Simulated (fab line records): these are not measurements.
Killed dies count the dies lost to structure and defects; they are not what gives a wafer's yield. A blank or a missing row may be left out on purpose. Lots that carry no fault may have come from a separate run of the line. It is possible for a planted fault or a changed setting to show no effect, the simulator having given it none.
fab line records	flow sky130
record lots=12	wafers=36	last-day=50
route steps=708 shown METAL3@567 VIA3@595 METAL4@599 PAD_OPEN@708
lots with no fault: from the same line, run without faults
start-h: the number of hours between the record's first day and the start of the first shown wafer of the lot	wait-h: hours from the lot's prior step to this one	" same as the row above	L1.1+2: a single row standing in for several wafers	- no value, or no start was given	* or withheld: withheld	< > ~ a bound
route shown NAME@n: names a module that has steps shown in the file, with the first one's number in the route	usual: mean/standard deviation taken from wafers without a fault	same: alike in all rows	chamber/n: place in a boat	sites: per-site readings	_std_site: their standard deviation	_edge_site: inner sites' mean taken away from outer sites' mean	radius-mm: for every site, how far away it sits from the centre of the wafer	mask NAME#n: copy n	behind: the last tool/chamber to shape the wafer	hold: cause of the lot's hold/its duration in hours/its outcome	device: which transistor (n, p or np) failed to switch	end of line: the same wafers' tests at the end of the route	a step with no rows: only its recipe	killed: count of dies lost to structure and defects at first sort (not the wafer's yield)	map: a wafer's dies, x killed, . not, _ none there
set.NAME: the setting as run; set.NAME@STEP: as run at that earlier step	model.NAME: the simulator's own value behind a step, which no gauge read
steps of the route over a sample of lots; a table a step, a row a wafer
services: when a tool's chamber went out of use (start-h, in hours from the record's first day, below 0 if earlier), for how many hours, and the reason
## steps
# step SKY_METAL3_ETCH_17
# recipe target=SiO2	stop-on=TiN	chemistry=C4F8/O2/Ar	source-w=1500	bias-w=1200	pressure-mtorr=40	c4f8-flow-sccm=withheld	O2_flow_sccm=6	Ar_flow_sccm=300	time-s=3.9	target-depth-a=150
# usual bias-w=1200/3.4	oes-product-au=0.752/0.0071
lot.wafer	tool	chamber	start-h	wait-h	bias-w	oes-product-au	rf-hours-counter-h
L712.1	rie-diel-04	3	917.61	0.1	1205	0.758	9
L712.3	"	2	"	"	1209	0.759	6
L712.6	"	0	"	"	1199	0.759	-
L713.1	rie-diel-02	1	923.83	0.1	1198	0.746	8
L713.2	"	0	"	"	1200	0.731	14
L713.3	"	2	"	"	1201	0.757	4
L715.1	rie-diel-02	1	935.17	0.1	1200	0.748	9
L715.4	"	2	"	"	1199	0.751	4
L715.5	"	1	"	"	1204	0.744	-
L716.1	rie-diel-02	1	946.31	0.2	1201	0.755	9
L716.2	"	0	"	"	1203	0.758	14
L716.3	"	2	"	"	1198	0.749	5
L717.2	rie-diel-01	0	952.31	0.1	1197	0.757	7
L717.5	"	2	"	"	1196	0.754	-
L717.6	"	1	"	"	1201	0.760	-
L718.3	rie-diel-04	0	961.98	0.0	1201	0.748	7
L718.4	"	2	"	"	1204	0.741	7
L718.6	"	3	"	"	1199	0.759	-
L719.2	rie-diel-04	0	976.03	0.1	1199	0.736	7
L719.4	"	1	"	"	1193	0.747	11
L719.5	"	1	"	"	1201	0.752	-
L720.1	rie-diel-01	0	994.78	0.1	1199	0.741	8
L720.2	"	1	"	"	1199	0.749	27
L720.4	"	3	"	"	1202	0.758	16
L725.4	rie-diel-02	2	1007.31	0.0	1198	0.754	7
L725.5	"	0	"	"	1199	0.760	-
L725.6	"	3	"	"	1204	0.759	-
L727.2	rie-diel-02	0	1023.57	0.1	1203	0.743	17
L727.3	"	2	"	"	1203	0.756	7
L727.5	"	2	"	"	1208	0.754	-
L730.3	rie-diel-02	0	1046.92	0.0	1202	0.751	18
L730.4	"	1	"	"	1197	0.756	12
L730.5	"	2	"	"	1202	0.764	-
L732.1	rie-diel-02	2	1054.82	0.1	1203	0.746	9
L732.2	"	3	"	"	1200	0.761	22
L732.4	"	0	"	"	1204	0.751	18
# step SKY_VIA3_RS_MEAS_22
# recipe thk-meas-gauge=four-point-probe	reads=W_of_VIA3_CVD_21+TiN_of_VIA3_SPUTTER_20
# usual VIA3_W_RS=0.296/0.004
lot.wafer	tool	chamber	start-h	wait-h	VIA3_W_RS[ohm/sq]
L712.1	film-metro-04	-	944.84	0.1	0.296
L712.3	"	-	"	"	0.296
L712.6	"	-	"	"	0.293
L713.1	film-metro-04	-	951.76	0.1	0.296
L713.2	"	-	"	"	0.297
L713.3	"	-	"	"	0.296
L715.1	film-metro-01	-	962.39	0.1	0.297
L715.4	"	-	"	"	0.300
L715.5	"	-	"	"	0.300
L716.1	film-metro-04	-	972.74	0.1	0.301
L716.2	"	-	"	"	0.297
L716.3	"	-	"	"	0.299
L717.2	film-metro-02	-	978.41	0.1	0.294
L717.5	"	-	"	"	0.296
L717.6	"	-	"	"	0.295
L718.3	film-metro-02	-	988.91	0.1	0.302
L718.4	"	-	"	"	0.297
L718.6	"	-	"	"	0.298
L719.2	film-metro-04	-	1002.29	0.1	0.298
L719.4	"	-	"	"	0.292
L719.5	"	-	"	"	0.301
L720.1	film-metro-02	-	1020.73	0.1	0.301
L720.2	"	-	"	"	0.293
L720.4	"	-	"	"	0.290
L725.4	film-metro-04	-	1033.44	0.2	0.299
L725.5	"	-	"	"	0.297
L725.6	"	-	"	"	0.296
L727.2	film-metro-04	-	1048.85	0.1	0.292
L727.3	"	-	"	"	0.293
L727.5	"	-	"	"	0.291
L730.3	film-metro-01	-	1071.48	0.1	0.293
L730.4	"	-	"	"	0.296
L730.5	"	-	"	"	0.299
L732.1	film-metro-04	-	1078.51	0.1	0.292
L732.2	"	-	"	"	0.291
L732.4	"	-	"	"	0.289
# step SKY_METAL4_SPUTTER_01
# recipe material=TiN	target-thk-nm=20	power-w=6500	time-s=16.7	chamber-pressure-pa=0.4
# usual throttle-valve-pct=30.1/0.66
lot.wafer	tool	chamber	start-h	wait-h	throttle-valve-pct
L712.1	pvd-sputter-02	-	945.34	0.0	29.4
L712.3	"	-	"	"	29.6
L712.6	"	-	"	"	30.1
L713.1	pvd-sputter-01	-	952.26	0.0	30.7
L713.2	"	-	"	"	29.3
L713.3	"	-	"	"	30.2
L715.1	pvd-sputter-01	-	962.89	0.0	30.1
L715.4	"	-	"	"	29.7
L715.5	"	-	"	"	31.1
L716.1	pvd-sputter-01	-	973.24	0.0	29.6
L716.2	"	-	"	"	29.9
L716.3	"	-	"	"	29.6
L717.2	pvd-sputter-03	-	978.89	0.0	29.1
L717.5	"	-	"	"	28.9
L717.6	"	-	"	"	30.3
L718.3	pvd-sputter-01	-	989.37	0.0	30.3
L718.4	"	-	"	"	29.4
L718.6	"	-	"	"	31.2
L719.2	pvd-sputter-03	-	1002.85	0.0	30.1
L719.4	"	-	"	"	29.1
L719.5	"	-	"	"	30.5
L720.1	pvd-sputter-03	-	1021.24	0.0	30.3
L720.2	"	-	"	"	30.6
L720.4	"	-	"	"	30.2
L725.4	pvd-sputter-01	-	1034.04	0.0	29.6
L725.5	"	-	"	"	29.7
L725.6	"	-	"	"	30.2
L727.2	pvd-sputter-03	-	1049.33	0.0	29.1
L727.3	"	-	"	"	31.2
L727.5	"	-	"	"	30.4
L730.3	pvd-sputter-01	-	1071.94	0.0	30.1
L730.4	"	-	"	"	30.7
L730.5	"	-	"	"	30.6
L732.1	pvd-sputter-01	-	1079.13	0.0	31.0
L732.2	"	-	"	"	30.2
L732.4	"	-	"	"	29.6
# step SKY_METAL4_SPUTTER_04
# recipe material=TiN	target-thk-nm=70	power-w=6500	time-s=58.3	chamber-pressure-pa=0.4
# usual throttle-valve-pct=30.1/0.65
lot.wafer	tool	chamber	start-h	wait-h	throttle-valve-pct
L712.1	pvd-sputter-02	-	945.42	0.0	29.5
L712.3	"	-	"	"	29.4
L712.6	"	-	"	"	30.3
L713.1	pvd-sputter-01	-	952.34	0.0	31.1
L713.2	"	-	"	"	29.2
L713.3	"	-	"	"	29.9
L715.1	pvd-sputter-01	-	962.97	0.0	30.1
L715.4	"	-	"	"	29.9
L715.5	"	-	"	"	30.6
L716.1	pvd-sputter-01	-	973.32	0.0	30.0
L716.2	"	-	"	"	30.2
L716.3	"	-	"	"	29.5
L717.2	pvd-sputter-03	-	978.97	0.0	29.4
L717.5	"	-	"	"	29.3
L717.6	"	-	"	"	30.3
L718.3	pvd-sputter-01	-	989.45	0.0	30.2
L718.4	"	-	"	"	29.6
L718.6	"	-	"	"	31.0
L719.2	pvd-sputter-03	-	1002.94	0.0	30.2
L719.4	"	-	"	"	29.3
L719.5	"	-	"	"	30.7
L720.1	pvd-sputter-03	-	1021.32	0.0	30.3
L720.2	"	-	"	"	30.6
L720.4	"	-	"	"	30.3
L725.4	pvd-sputter-01	-	1034.12	0.0	29.4
L725.5	"	-	"	"	29.6
L725.6	"	-	"	"	30.2
L727.2	pvd-sputter-03	-	1049.42	0.0	29.0
L727.3	"	-	"	"	30.9
L727.5	"	-	"	"	30.6
L730.3	pvd-sputter-01	-	1072.03	0.0	30.3
L730.4	"	-	"	"	31.0
L730.5	"	-	"	"	30.9
L732.1	pvd-sputter-01	-	1079.21	0.0	30.8
L732.2	"	-	"	"	30.2
L732.4	"	-	"	"	29.7
# step SKY_PAD_OPEN_PROBE_99
# usual defect-limited-yield=82.3/2.2	killed_at_M0_to_M3=43/7.3	killed_at_M4_up=3.2/1.9	killed-at-contacts=25/5.4	killed-at-front-end=16/4.4	killed-at-other=0.4/0.66	killed-dies=87/11	killed-on-rim=17/4.2	killed-open=48/7.9	killed-short=39/6.5	sort_bin_3_pad_short=0.8/0.43	sort_bin_5_function=10.5/1.6	sort_bin_6_memory=6.4/1.2	sort-n-pass=405/11	sort-yield-pct=82.3/2.2
# same gross-dies=492	killed-at-back-side=0	sort_bin_4_leakage[%]=0	sort_bin_8_speed[%]=0
lot.wafer	tool	chamber	start-h	wait-h	defect-limited-yield[%]	killed_at_M0_to_M3	killed_at_M4_up	killed-at-contacts	killed-at-front-end	killed-at-other	killed-dies	killed-on-rim	killed-open	killed-short	sort_bin_3_pad_short[%]	sort_bin_5_function[%]	sort_bin_6_memory[%]	sort-n-pass	sort-yield-pct[%]
L717.2	prober-02	-	1118.92	0.1	84.8	33	5	25	12	0	75	12	46	29	0.6	8.9	5.7	417	84.8
L717.5	prober-02	-	1119.07	0.2	79.5	41	2	39	19	0	101	20	59	42	1.8	12.2	6.5	391	79.5
L717.6	prober-02	-	1119.12	0.2	80.5	41	3	35	16	1	96	9	58	38	0.4	11.6	7.5	396	80.5
L718.3	prober-02	-	1129.76	0.2	78.3	55	3	33	16	0	107	32	61	46	1.8	12.4	7.5	385	78.3
L718.4	prober-02	-	1129.81	0.2	77.8	56	7	30	14	2	109	20	62	47	0.6	13.8	7.7	383	77.8
L718.6	prober-02	-	1129.91	0.2	82.3	48	2	29	8	0	87	13	52	35	1.2	11.2	5.3	405	82.3
L719.2	prober-01	-	1140.47	0.1	80.9	43	3	31	17	0	94	19	63	31	1.0	12.8	5.3	398	80.9
L719.4	prober-01	-	1140.57	0.2	78.7	56	6	28	15	0	105	18	56	49	1.2	12.4	7.7	387	78.7
L719.5	prober-01	-	1140.62	0.2	83.5	43	2	17	19	0	81	18	47	34	0	10.0	6.5	411	83.5
L720.1	prober-02	-	1155.27	0.1	82.3	47	4	18	18	0	87	15	53	31	0.4	10.4	6.9	405	82.3
L720.2	prober-02	-	1155.32	0.1	79.5	58	4	16	22	1	101	20	63	38	1.0	12.0	7.5	391	79.5
L720.4	prober-02	-	1155.42	0.2	84.8	43	4	11	17	0	75	14	33	40	1.6	8.7	4.9	417	84.8
L727.2	prober-01	-	1178.49	0.1	83.7	41	2	20	17	0	80	12	53	27	0.8	10.0	5.5	412	83.7
L727.3	prober-01	-	1178.54	0.2	80.1	50	5	22	21	0	98	23	40	58	1.6	12.0	6.3	394	80.1
L727.5	prober-01	-	1178.64	0.2	81.1	48	1	29	15	0	93	22	56	36	0.8	12.0	6.1	399	81.1
L730.3	prober-01	-	1195.65	0.2	72.0	93	4	25	15	1	138	26	53	34	4.5	18.1	5.5	354	72.0
L730.4	prober-01	-	1195.70	0.2	82.1	52	0	28	7	1	88	21	42	45	0.8	11.6	5.5	404	82.1
L730.5	prober-01	-	1195.75	0.2	85.0	39	5	17	12	1	74	16	38	36	0.4	10.2	4.5	418	85.0
L732.1	prober-02	-	1200.16	0.1	82.9	42	6	19	17	0	84	19	47	37	0.6	9.3	7.1	408	82.9
L732.2	prober-02	-	1200.21	0.1	86.6	32	2	16	14	2	66	10	39	27	0.8	7.9	4.7	426	86.6
L732.4	prober-02	-	1200.31	0.2	75.0	92	2	15	14	0	123	21	35	32	3.3	15.2	6.5	369	75.0
# killed by level:class
L717.2 CONTACT:geometric-particle:open=12 VIA1:geometric-particle:open=7 VIA3:geometric-particle:open=6 LI_CONTACT:geometric-particle:short=5 METAL1:geometric-particle:short=5 VIA1:geometric-particle:short=5 FIELD_ISO:geometric-particle:short=4 LI_CONTACT:geometric-particle:open=4
L717.5 LI_CONTACT:geometric-particle:open=13 CONTACT:geometric-particle:open=9 VIA1:geometric-particle:open=9 FIELD_ISO:geometric-particle:open=8 VIA2:geometric-particle:open=8 CONTACT:geometric-particle:short=7 LOCAL_INTERCONNECT:geometric-particle:short=5 VIA1:geometric-particle:short=5
L717.6 LI_CONTACT:geometric-particle:open=15 VIA1:geometric-particle:open=9 VIA3:geometric-particle:open=8 CONTACT:geometric-particle:short=7 CONTACT:geometric-particle:open=7 METAL1:geometric-particle:short=6 FIELD_ISO:geometric-particle:open=5 POLY_GATE:geometric-particle:open=4
L718.3 CONTACT:geometric-particle:open=18 VIA1:geometric-particle:open=15 METAL1:geometric-particle:short=8 VIA2:geometric-particle:open=8 CONTACT:geometric-particle:short=7 VIA3:geometric-particle:open=6 METAL2:geometric-particle:short=6 FIELD_ISO:geometric-particle:short=5
L718.4 VIA1:geometric-particle:open=16 CONTACT:geometric-particle:open=13 VIA3:geometric-particle:open=7 METAL4:geometric-particle:short=7 FIELD_ISO:geometric-particle:open=6 LI_CONTACT:geometric-particle:open=6 METAL2:geometric-particle:short=6 LOCAL_INTERCONNECT:geometric-particle:short=5
L718.6 CONTACT:geometric-particle:open=10 LI_CONTACT:geometric-particle:open=9 VIA1:geometric-particle:open=9 VIA3:geometric-particle:open=8 VIA2:geometric-particle:open=6 LI_CONTACT:geometric-particle:short=5 METAL2:geometric-particle:short=5 VIA2:geometric-particle:short=5
L719.2 VIA1:geometric-particle:open=12 VIA2:geometric-particle:open=11 CONTACT:geometric-particle:open=9 VIA3:geometric-particle:open=8 LI_CONTACT:geometric-particle:open=7 LOCAL_INTERCONNECT:geometric-particle:short=6 FIELD_ISO:geometric-particle:short=5 CONTACT:geometric-particle:short=5
L719.4 VIA1:geometric-particle:open=14 CONTACT:geometric-particle:open=11 VIA1:geometric-particle:short=8 VIA3:geometric-particle:open=8 LI_CONTACT:geometric-particle:open=7 LOCAL_INTERCONNECT:geometric-particle:short=6 VIA2:geometric-particle:open=6 METAL4:geometric-particle:short=6
L719.5 VIA1:geometric-particle:open=14 CONTACT:geometric-particle:open=9 VIA2:geometric-particle:open=7 FIELD_ISO:geometric-particle:open=5 POLY_GATE:geometric-particle:open=5 FIELD_ISO:geometric-particle:short=4 POLY_GATE:geometric-particle:short=4 METAL1:geometric-particle:short=4
L720.1 VIA1:geometric-particle:open=12 VIA2:geometric-particle:open=9 CONTACT:geometric-particle:open=8 VIA3:geometric-particle:open=8 FIELD_ISO:geometric-particle:open=7 FIELD_ISO:geometric-particle:short=5 VIA1:geometric-particle:short=4 LI_CONTACT:geometric-particle:open=4
L720.2 VIA1:geometric-particle:open=17 VIA3:geometric-particle:open=9 POLY_GATE:geometric-particle:open=8 LI_CONTACT:geometric-particle:open=8 VIA1:geometric-particle:short=8 VIA2:geometric-particle:open=7 POLY_GATE:geometric-particle:short=6 FIELD_ISO:geometric-particle:short=4
L720.4 FIELD_ISO:geometric-particle:open=7 METAL1:geometric-particle:short=7 FIELD_ISO:geometric-particle:short=6 VIA1:geometric-particle:open=5 VIA2:geometric-particle:open=5 VIA3:geometric-particle:open=5 METAL4:geometric-particle:short=4 CONTACT:geometric-particle:short=4
L727.2 VIA2:geometric-particle:open=11 VIA1:geometric-particle:open=9 LI_CONTACT:geometric-particle:open=8 FIELD_ISO:geometric-particle:open=6 CONTACT:geometric-particle:open=6 METAL2:geometric-particle:short=5 VIA3:geometric-particle:open=5 FIELD_ISO:geometric-particle:short=4
L727.3 VIA1:geometric-particle:open=11 FIELD_ISO:geometric-particle:short=9 METAL3:geometric-particle:short=7 VIA2:geometric-particle:open=6 METAL1:geometric-particle:short=5 POLY_GATE:geometric-particle:short=5 LI_CONTACT:geometric-particle:open=5 CONTACT:geometric-particle:short=5
L727.5 LI_CONTACT:geometric-particle:open=13 VIA3:geometric-particle:open=12 VIA1:geometric-particle:open=10 CONTACT:geometric-particle:open=7 FIELD_ISO:geometric-particle:open=5 METAL2:geometric-particle:short=5 METAL1:geometric-particle:short=5 CONTACT:geometric-particle:short=4
L730.3 METAL3:unspecified=51 LI_CONTACT:geometric-particle:open=9 METAL1:geometric-particle:short=8 VIA3:geometric-particle:open=7 CONTACT:geometric-particle:open=6 VIA1:geometric-particle:open=6 FIELD_ISO:geometric-particle:open=5 LOCAL_INTERCONNECT:geometric-particle:open=5
L730.4 VIA1:geometric-particle:short=9 VIA2:geometric-particle:short=9 CONTACT:geometric-particle:open=8 LI_CONTACT:geometric-particle:open=7 VIA1:geometric-particle:open=7 VIA3:geometric-particle:open=7 VIA2:geometric-particle:open=6 LI_CONTACT:geometric-particle:short=5
L730.5 VIA1:geometric-particle:open=8 METAL1:geometric-particle:short=8 VIA2:geometric-particle:open=6 LOCAL_INTERCONNECT:geometric-particle:short=6 CONTACT:geometric-particle:open=6 POLY_GATE:geometric-particle:open=4 METAL3:geometric-particle:short=4 METAL4:geometric-particle:short=4
L732.1 CONTACT:geometric-particle:open=11 VIA3:geometric-particle:open=8 VIA1:geometric-particle:open=7 METAL1:geometric-particle:short=5 VIA2:geometric-particle:open=5 VIA3:geometric-particle:short=5 METAL4:geometric-particle:short=4 LI_CONTACT:geometric-particle:open=4
L732.2 VIA1:geometric-particle:open=8 LI_CONTACT:geometric-particle:open=6 VIA2:geometric-particle:open=6 CONTACT:geometric-particle:open=5 METAL1:geometric-particle:short=4 POLY_GATE:geometric-particle:open=3 POLY_GATE:geometric-particle:short=3 LOCAL_INTERCONNECT:geometric-particle:short=3
L732.4 METAL3:unspecified=56 VIA1:geometric-particle:open=10 METAL2:geometric-particle:short=5 VIA2:geometric-particle:open=5 POLY_GATE:geometric-particle:short=4 LI_CONTACT:geometric-particle:open=4 VIA1:geometric-particle:short=4 FIELD_ISO:geometric-particle:short=3
## services
tool	chamber	start-h	hours	kind
rie-diel-04	1	894.89	9.6	repair
pvd-sputter-02	-	905.39	1.8	repair
rie-diel-01	0	925.03	1.4	repair
rie-diel-02	0	935.89	9.9	repair
pvd-sputter-03	-	945.43	2.0	repair
rie-diel-04	3	948.95	4.6	repair
rie-diel-02	-	954.36	2.8	pm
rie-diel-01	2	964.28	9.0	repair
rie-diel-04	1	971.16	2.1	repair
rie-diel-02	-	971.54	0.1	repair
pvd-sputter-01	-	978.88	1.9	repair
pvd-sputter-01	1	992.26	-	consumable-replace:kit
pvd-sputter-01	1	992.26	18.0	scheduled-down
pvd-sputter-01	1	992.26	18.0	vent-cycle
rie-diel-02	1	1002.41	2.3	repair
pvd-sputter-03	3	1004.08	-	consumable-replace:kit
pvd-sputter-03	3	1004.08	18.0	scheduled-down
pvd-sputter-03	3	1004.08	18.0	vent-cycle
rie-diel-04	0	1004.30	4.7	repair
rie-diel-01	3	1042.27	23.9	repair
rie-diel-01	0	1045.41	2.9	repair
pvd-sputter-03	-	1059.53	7.7	repair
rie-diel-04	-	1072.54	4.3	pm
## key
first-sign step=SKY_PAD_OPEN_PROBE_99	reading=sort_bin_3_pad_short	direction=up	sigmas=7	usual=0.8	struck=3.9
effect step=SKY_PAD_OPEN_PROBE_99	reading=killed_at_M0_to_M3	direction=up	sigmas=6.7	usual=43	struck=92
met-at SKY_METAL3_ETCH_17
struck-lots L730,L732
struck-wafers L730.3,L732.4
not-acting-at SKY_VIA3_RS_MEAS_22,SKY_METAL4_SPUTTER_01,SKY_METAL4_SPUTTER_04
onset-between 1023.57 1046.92
fault kind=chamber-particle-source	tool=rie-diel-02	chamber=0	onset-h=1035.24	steps=SKY_METAL3_ETCH_17	rate-per-visit-cm2=1.2269	end-h=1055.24
